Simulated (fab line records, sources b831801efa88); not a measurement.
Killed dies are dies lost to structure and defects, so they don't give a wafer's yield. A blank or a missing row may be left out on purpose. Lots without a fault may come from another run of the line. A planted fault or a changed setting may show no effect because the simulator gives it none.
One fault seen from 2 desks | flow sky130 | each desk has only its own numbers; what lay behind them comes last

THE TOOL OWNER'S DESK: plasma_asher-03
The tool's own readings at SKY_METAL3_STRIP_19 (strips in O2/N2): means of the sampled wafers that have a number, for each lot that ran on this tool. A lot is out of limits, marked OUT, if its mean lies more than 4 standard deviations from the usual mean; the brackets give that distance.
Columns: A = chamber_pressure_mTorr at SKY_METAL3_STRIP_19, usual 1499.8 mTorr; B = drypump_motor_current_A at SKY_METAL3_STRIP_19, usual 5.3 A; C = oes_product_au at SKY_METAL3_STRIP_19, usual 0.503 a.u.; D = strip_time_to_endpoint_s at SKY_METAL3_STRIP_19, usual 6.55 s
lot  | first seen here | A      | B   | C     | D
L542 | day 40 12:37    | 1498.9 | 4.9 | 0.499 | 6.50
L548 | day 41 19:27    | 1499.6 | 4.9 | 0.503 | 6.47
L551 | day 42 07:00    | 1499.9 | 4.9 | 0.503 | 6.45
L560 | day 44 15:43    | 1498.0 | 4.9 | 0.503 | 6.63
This desk's finding: nothing out of limits on any of the 4 lots.

THE METROLOGY DESK
What the gauges read, lot by lot, whatever tool the lot ran on: means of the sampled wafers that have a number. A lot is out of limits, marked OUT, if its mean lies more than 4 standard deviations from the usual mean; the brackets give that distance.
Columns: A = VIA3_BOW at SKY_VIA3_BOW_MEAS_03, usual 79 um
lot  | first seen here | A
L539 | day 38 07:25    | 76
L541 | day 38 23:13    | 90
L542 | day 40 13:44    | 79
L545 | day 41 05:13    | 82
L548 | day 41 20:35    | 73
L551 | day 42 08:08    | 66
L550 | day 42 11:03    | 79
L560 | day 44 16:50    | 78
L561 | day 44 18:39    | 83
L562 | day 45 00:40    | 83
This desk's finding: nothing out of limits on any of the 10 lots.

PUT TOGETHER
The tool owner's desk saw nothing out of limits.
The metrology desk saw nothing out of limits.

WHAT THE SIMULATOR HAD PUT IN
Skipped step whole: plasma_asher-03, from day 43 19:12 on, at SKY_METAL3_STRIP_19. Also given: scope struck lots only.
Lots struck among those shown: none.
